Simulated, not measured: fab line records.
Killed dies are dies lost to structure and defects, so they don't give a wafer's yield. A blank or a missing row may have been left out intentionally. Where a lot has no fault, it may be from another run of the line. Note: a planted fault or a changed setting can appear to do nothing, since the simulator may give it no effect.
Chamber matching :: flow sky130 :: 4 sister chambers for SKY_VIA1_CMP_02 on cmp-01
The step polishes SiO2. 8 wafers are shown with their chamber, then 11 later ones without.

## WAFERS PAIRED WITH THEIR CHAMBERS
wafer: L083.1
chamber: 1
motorCurrentA (A): 11.6

wafer: L084.6
chamber: 3
motorCurrentA (A): 16.4

wafer: L086.2
chamber: 3
motorCurrentA (A): 15.6

wafer: L086.3
chamber: 0
motorCurrentA (A): 11.8

wafer: L087.3
chamber: 1
motorCurrentA (A): 11.8

wafer: L087.4
chamber: 2
motorCurrentA (A): 11.9

wafer: L087.6
chamber: 0
motorCurrentA (A): 11.9

wafer: L093.2
chamber: 2
motorCurrentA (A): 11.2

## WAFERS WHOSE CHAMBER IS MISSING
wafer: L093.5
motorCurrentA (A): 11.8

wafer: L093.6
motorCurrentA (A): 11.4

wafer: L094.1
motorCurrentA (A): 15.9

wafer: L094.2
motorCurrentA (A): 11.5

wafer: L094.4
motorCurrentA (A): 11.6

wafer: L095.3
motorCurrentA (A): 16.3

wafer: L095.5
motorCurrentA (A): 12.1

wafer: L095.6
motorCurrentA (A): 11.7

wafer: L096.3
motorCurrentA (A): 11.4

wafer: L096.4
motorCurrentA (A): 15.9

wafer: L096.5
motorCurrentA (A): 11.5

## WHICH CHAMBER EACH WENT THROUGH
wafer: L093.5
from the rows above: can't be placed: 0 or 1 or 2
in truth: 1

wafer: L093.6
from the rows above: can't be placed: 2 or 1 or 0
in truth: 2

wafer: L094.1
from the rows above: 3
in truth: 3

wafer: L094.2
from the rows above: can't be placed: 2 or 1 or 0
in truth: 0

wafer: L094.4
from the rows above: can't be placed: 2 or 1 or 0
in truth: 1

wafer: L095.3
from the rows above: 3
in truth: 3

wafer: L095.5
from the rows above: can't be placed: 0 or 1 or 2
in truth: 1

wafer: L095.6
from the rows above: can't be placed: 1 or 2 or 0
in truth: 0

wafer: L096.3
from the rows above: can't be placed: 2 or 1 or 0
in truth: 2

wafer: L096.4
from the rows above: 3
in truth: 3

wafer: L096.5
from the rows above: can't be placed: 2 or 1 or 0
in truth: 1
3 of 11 placed correctly. From these rows, 8 cannot be placed; in 8 the true chamber is one of the candidates. Placed wrongly: 0.
How it was worked out, from the rows above alone: a wafer's distance from a chamber is the root of the sum, over the readings, of the square of ((its reading less the chamber's mean) divided by the reading's scatter). If the next closest chamber is less than 2 further off than the closest, the wafer can't be placed; otherwise it belongs to the closest. A chamber's mean is the mean of its shown wafers. How the scatter is found: for the shown wafers, subtract from each reading the mean of its chamber, square and add these, divide the total by (wafers less chambers), then take the root.
